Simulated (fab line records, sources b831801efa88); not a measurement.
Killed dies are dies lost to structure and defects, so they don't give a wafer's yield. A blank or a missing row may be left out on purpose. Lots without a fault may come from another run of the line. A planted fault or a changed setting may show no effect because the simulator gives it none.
Which tool did it? | flow gf180mcu | 7 lots, 21 wafers sampled, at 1 step of a route of 602

WHAT THE GAUGES READ, wafer by wafer
GF_MVPSD_TW_MEAS_11.
lot  | measured     | on            | MVPSD_TW
L152 | day 5 12:25  | film_metro-03 | 565 561 562
L154 | day 6 01:01  | film_metro-04 | 556 554 554
L157 | day 6 19:55  | film_metro-01 | 548 551 548
L163 | day 8 03:15  | film_metro-03 | 558 559 564
L168 | day 9 07:55  | film_metro-04 | 553 552 552
L172 | day 10 09:13 | film_metro-01 | 544 548 545
L174 | day 10 20:31 | film_metro-04 | 558 557 555

WHICH TOOL RAN EACH LOT (tool, then ch and the chambers of the sampled wafers, then the start)
The record holds no process step before these readings.

THE ANSWER, worked out from the rows above alone
Rule: what is usual is taken from the lots themselves. Put in order of their means at a reading, lots are off if they are a third of the lots or fewer, leave a main group of 4 or more, and stand apart from it by a gap of 3 or more times the standard deviation of the main group's means; of several such gaps the widest counts. A main group whose means are all the same, to the digits that the tables above print for the reading, isn't used. A lot without any number at a reading at which 4 lots or more have one is off too. The other lots that the step has rows for count as sound.
No lot is off at any reading shown: from this, nothing can be told.

WHAT THE SIMULATOR HAD PUT IN
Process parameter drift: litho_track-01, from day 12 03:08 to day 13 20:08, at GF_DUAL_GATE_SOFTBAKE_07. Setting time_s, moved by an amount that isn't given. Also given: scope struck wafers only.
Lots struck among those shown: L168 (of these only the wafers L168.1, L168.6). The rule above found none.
